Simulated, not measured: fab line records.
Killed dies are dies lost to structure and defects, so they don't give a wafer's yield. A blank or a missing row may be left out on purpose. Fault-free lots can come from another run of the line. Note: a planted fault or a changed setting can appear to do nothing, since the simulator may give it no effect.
Which tool was responsible? | flow sky130 | 11 lots with 33 wafers sampled at 5 steps, on a route of 708 steps

## WHAT THE GAUGES READ, wafer by wafer
SKY_LDD_N_TW_MEAS_17. Usual: for LDD_N_TW the level is 2573 and the standard deviation is 19.
lot  | measured     | on            | LDD_N_TW       | flag
L255 | day 18 02:37 | film_metro-02 | 2598 2599 2600 |
L256 | day 18 10:16 | film_metro-03 | 2560 2557 2540 |
L258 | day 18 22:50 | film_metro-02 | 2600 2587 2599 |
L264 | day 21 08:32 | film_metro-02 | 2587 2599 2592 |
L265 | day 21 15:19 | film_metro-04 | 2566 2564 2570 |
L266 | day 22 05:47 | film_metro-02 | 2579 2576 2582 |
L267 | day 22 06:05 | film_metro-03 | 2541 2554 2551 |
L269 | day 23 02:05 | film_metro-02 | 2593 2598 2603 |
L270 | day 23 08:01 | film_metro-04 | 2575 2555 2553 |
L274 | day 24 15:32 | film_metro-04 | 2577 2565 2572 |
L277 | day 25 14:17 | film_metro-02 | 2587 2589 2598 |

SKY_LDD_HVN_OVL_MEAS_07. Usual: for LDD_HVN_OVL the level is -0.6 nm and the standard deviation is 1.3.
lot  | measured     | on         | LDD_HVN_OVL (nm) | flag
L255 | day 20 14:44 | overlay-01 | 0.1 -0.3 -1.2    |
L256 | day 21 00:14 | overlay-02 | -0.4 -0.4 0.2    |
L258 | day 21 12:46 | overlay-01 | -1.6 -2.7 -2.1   |
L264 | day 23 19:16 | overlay-02 | -2.1 -0.8 -1.1   |
L265 | day 24 03:31 | overlay-02 | 1.3 1.5 2.6      |
L266 | day 24 17:39 | overlay-02 | 0.0 -0.4 0.3     |
L267 | day 24 18:15 | overlay-02 | -1.1 -1.7 0.1    |
L269 | day 25 14:13 | overlay-02 | -0.6 0.1 -0.4    |
L270 | day 25 18:20 | overlay-01 | -0.2 -0.9 -0.1   |
L274 | day 27 02:46 | overlay-02 | -2.1 -0.5 -0.1   |
L277 | day 28 00:20 | overlay-01 | 0.5 0.1 -2.3     |

SKY_POLY_CUT_CD_MEAS_08: the cd target is 270 nm. Usual: cd_nm reads 270.0 nm (standard deviation 1.4).
lot  | measured     | on        | cd_nm (nm)        | flag
L255 | day 24 12:26 | cd_sem-02 | 270.1 268.8 269.7 |
L256 | day 24 21:19 | cd_sem-01 | 268.7 268.9 269.9 |
L258 | day 25 08:04 | cd_sem-01 | 269.2 271.3 269.3 |
L264 | day 27 14:28 | cd_sem-01 | 272.3 271.1 271.7 |
L265 | day 27 21:13 | cd_sem-01 | 267.8 267.4 267.8 |
L266 | day 28 14:11 | cd_sem-01 | 268.0 270.7 269.6 |
L267 | day 28 14:20 | cd_sem-02 | 268.7 268.8 267.0 |
L269 | day 29 08:19 | cd_sem-02 | 271.1 270.7 269.9 |
L270 | day 29 12:02 | cd_sem-02 | 270.5 271.5 268.8 |
L274 | day 30 16:58 | cd_sem-01 | 270.3 269.3 270.0 |
L277 | day 31 14:11 | cd_sem-01 | 271.3 270.7 269.9 |

SKY_SD_P_OVL_MEAS_08. Usual: for SD_P_OVL the level is -0.3 nm and the standard deviation is 1.4.
lot  | measured     | on         | SD_P_OVL (nm)     | flag
L255 | day 25 17:37 | overlay-02 | 0.8 0.1 2.0       |
L256 | day 26 02:48 | overlay-01 | -0.5 -1.1 -0.8    |
L258 | day 26 13:56 | overlay-01 | 1.2 1.4 2.0       |
L264 | day 28 18:44 | overlay-02 | -95.0 -94.3 -94.7 | OFF
L265 | day 29 02:05 | overlay-01 | -98.6 -97.1 -96.8 | OFF
L266 | day 29 19:00 | overlay-01 | -96.9 -97.8 -97.6 | OFF
L267 | day 29 19:14 | overlay-01 | 3.9 2.5 2.6       |
L269 | day 30 12:19 | overlay-02 | 1.1 1.4 2.5       |
L270 | day 30 16:29 | overlay-02 | -1.1 -1.5 -1.6    |
L274 | day 31 21:29 | overlay-02 | 0.9 0.8 1.4       |
L277 | day 32 17:25 | overlay-01 | -0.7 -1.2 -1.7    |

## EACH LOT AND THE TOOL THAT RAN IT (in order: tool; ch and the chambers of the sampled wafers; start)
lot  | SKY_SD_P_EXPOSE_04
L255 | iline_stepper-02 ch 0, day 25 03:15
L256 | iline_stepper-02 ch 0, day 25 12:26
L258 | iline_stepper-01 ch 0, day 25 23:16
L264 | iline_stepper-01 ch 0, day 28 04:32
L265 | iline_stepper-01 ch 0, day 28 11:46
L266 | iline_stepper-01 ch 0, day 29 05:07
L267 | iline_stepper-02 ch 0, day 29 05:22
L269 | iline_stepper-02 ch 0, day 29 22:32
L270 | iline_stepper-02 ch 0, day 30 02:38
L274 | iline_stepper-02 ch 0, day 31 07:56
L277 | iline_stepper-02 ch 0, day 32 04:19
- SKY_SD_P_EXPOSE_04: exposes mask PSDM, target cd 380 nm.

## WHAT THE TOOLS THEMSELVES READ (means of the sampled wafers that have a number; where no wafer has one, the mark that the record gives instead)
SKY_SD_P_EXPOSE_04. Usual: exposure_dose_mJ_cm2 reads 137.98 (standard deviation 0.14).
lot  | tool             | exposure_dose_mJ_cm2 | flag
L255 | iline_stepper-02 | 137.96               |
L256 | iline_stepper-02 | 138.07               |
L258 | iline_stepper-01 | 138.19               |
L264 | iline_stepper-01 | 138.09               |
L265 | iline_stepper-01 | 137.88               |
L266 | iline_stepper-01 | 137.86               |
L267 | iline_stepper-02 | 137.89               |
L269 | iline_stepper-02 | 137.88               |
L270 | iline_stepper-02 | 138.04               |
L274 | iline_stepper-02 | 138.12               |
L277 | iline_stepper-02 | 138.02               |

## THE ANSWER, worked out from the rows above alone
Rule: a lot counts as off when the mean over its wafers that have a number is more than 3 standard deviations away from the usual mean. Also off: a lot with no number at a reading for which 4 or more lots have one. All remaining lots with rows at the step are treated as sound. After the gauges, taken in route order, come the tools' own readings; for these a lot's mean is taken, as printed above. At the first step where some lot is off, the reading lying furthest off is the one used; lots without a number count as furthest.
Off: L264, L265, L266, seen at SKY_SD_P_OVL_MEAS_08 (SD_P_OVL).
A tool fits if, at a process step before that reading, it ran every lot that is off, and no sound lot after the first of them. Those tools and the gauges at SKY_SD_P_OVL_MEAS_08 are tried in the same way. One candidate fits, namely iline_stepper-01 at SKY_SD_P_EXPOSE_04. A fault onset in the window from L258 (day 25 23:16, its last sound lot) to L264 (day 28 04:32, its first lot off) fits.

## WHAT THE SIMULATOR PUT IN
Scanner matching overlay: iline_stepper-01, from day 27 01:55 on, at SKY_SD_P_EXPOSE_04. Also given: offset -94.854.
Struck lots among those shown: L264, L265, L266. The rule above reached the same finding.
